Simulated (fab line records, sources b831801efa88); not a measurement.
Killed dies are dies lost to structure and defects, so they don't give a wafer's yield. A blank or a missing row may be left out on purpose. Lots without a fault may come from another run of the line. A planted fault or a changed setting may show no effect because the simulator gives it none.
Tool commonality check | flow sky130 | 12 lots, 36 wafers sampled

WHY IT WAS OPENED
At SKY_VIA2_THK_MEAS_01 the reading VIA2_HDPCVD_THK is flagged on 2 of 12 lots. Wafers without a fault read 1171 nm, standard deviation 11.
Rule: a lot is flagged when every wafer of it that has a number lies more than 4 standard deviations from that mean, or none has a number. The other lots count as sound.

lot  | measured     | on            | VIA2_HDPCVD_THK (nm), wafer by wafer | flag
L625 | day 35 23:29 | film_metro-03 | 1175 1164 1158                       |
L626 | day 36 21:53 | film_metro-03 | 1145 1163 1156                       |
L627 | day 36 22:47 | film_metro-04 | 1200 1184 1175                       |
L628 | day 37 04:57 | film_metro-04 | 1182 1183 1182                       |
L629 | day 37 09:44 | film_metro-04 | 1173 1186 1169                       |
L632 | day 37 17:31 | film_metro-02 | 1164 1174 1164                       |
L630 | day 37 18:38 | film_metro-03 | 1196 1180 1196                       |
L631 | day 37 21:41 | film_metro-04 | 1168 1193 1182                       |
L635 | day 39 01:50 | film_metro-03 | 1179 1184 1160                       |
L637 | day 39 03:32 | film_metro-04 | 1407 1408 1396                       | FLAGGED
L638 | day 39 14:09 | film_metro-03 | 1393 1402 1398                       | FLAGGED
L645 | day 41 19:36 | film_metro-02 | 1169 1168 1184                       |
The numbers of the flagged lots are 1401 nm on average: +230 nm against the usual, or +21 standard deviations.

WHICH TOOL RAN EACH LOT
The record holds 2 process steps before the reading, out of a route of 708 steps. In each cell: the tool, then ch and the chambers that the sampled wafers went through, then the start.
lot  | flag    | SKY_VIA1_CMP_02               | SKY_VIA2_HDPCVD_00
L625 |         | cmp-01 ch 0,1,3, day 33 14:10 | hdpcvd-01 ch 0,1,2, day 35 23:22
L626 |         | cmp-02 ch 2,3, day 34 15:28   | hdpcvd-01 ch 0,1, day 36 21:44
L627 |         | cmp-02 ch 1,2, day 34 16:44   | hdpcvd-02 ch 0,1, day 36 22:40
L628 |         | cmp-01 ch 0,2,3, day 34 22:02 | hdpcvd-02 ch 1,2, day 37 04:49
L629 |         | cmp-01 ch 0,3, day 35 02:49   | hdpcvd-02 ch 0,1,2, day 37 09:36
L632 |         | cmp-01 ch 0,1,3, day 35 10:43 | hdpcvd-02 ch 1,2, day 37 17:22
L630 |         | cmp-02 ch 1,2,3, day 35 12:23 | hdpcvd-01 ch 0,2, day 37 18:29
L631 |         | cmp-01 ch 0,2,3, day 35 13:41 | hdpcvd-01 ch 1,2, day 37 21:33
L635 |         | cmp-01 ch 0,1,2, day 36 18:22 | hdpcvd-01 ch 0,1,2, day 39 01:42
L637 | FLAGGED | cmp-02 ch 0,1,3, day 36 21:08 | hdpcvd-01 ch 0,1,2, day 39 03:25
L638 | FLAGGED | cmp-02 ch 1,2,3, day 37 09:47 | hdpcvd-01 ch 0,1,2, day 39 14:01
L645 |         | cmp-02 ch 1,2, day 39 15:01   | hdpcvd-02 ch 0,1,2, day 41 19:28
What these steps do:
- SKY_VIA1_CMP_02: polishes SiO2.
- SKY_VIA2_HDPCVD_00: deposits SiO2, target thk 1180 nm, time 196.7 s.
- SKY_VIA2_THK_MEAS_01

FLAGGED OVER TOTAL, TOOL BY TOOL (the gauges that took the reading come last)
step                 | tool          | lots run | flagged | share of the flagged lots | sound lots run after its first flagged lot
SKY_VIA1_CMP_02      | cmp-01        | 6        | 0       | none                      | -
SKY_VIA1_CMP_02      | cmp-02        | 6        | 2       | all                       | 1 (L645)
SKY_VIA2_HDPCVD_00   | hdpcvd-01     | 7        | 2       | all                       | 0
SKY_VIA2_HDPCVD_00   | hdpcvd-02     | 5        | 0       | none                      | -
SKY_VIA2_THK_MEAS_01 | film_metro-02 | 2        | 0       | none                      | -
SKY_VIA2_THK_MEAS_01 | film_metro-03 | 5        | 1       | some                      | 0
SKY_VIA2_THK_MEAS_01 | film_metro-04 | 5        | 1       | some                      | 0

WHAT THE TABLE ALLOWS
2 rows of the table ran every flagged lot: cmp-02 at SKY_VIA1_CMP_02, hdpcvd-01 at SKY_VIA2_HDPCVD_00.
- cmp-02 at SKY_VIA1_CMP_02: 2 of its 6 lots flagged. Sound lots ran on it after the first flagged one (L645), which a lasting fault on the whole tool wouldn't allow.
- hdpcvd-01 at SKY_VIA2_HDPCVD_00: 2 of its 7 lots flagged. Its last sound lot is L635 (day 39 01:42), its first flagged lot L637 (day 39 03:25): a fault that began between those two fits. Its own readings lie more than 4 standard deviations out on every wafer of the flagged lots: sih4_flow_sccm.
One tool is left: hdpcvd-01 at SKY_VIA2_HDPCVD_00.

WHAT THE SIMULATOR HAD PUT IN
Process parameter drift: hdpcvd-01, from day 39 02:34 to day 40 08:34, at SKY_VIA2_HDPCVD_00. Setting sih4_flow_sccm, moved by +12, from 60. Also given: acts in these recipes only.
Lots struck among those shown: L637, L638. The rule above found the same.
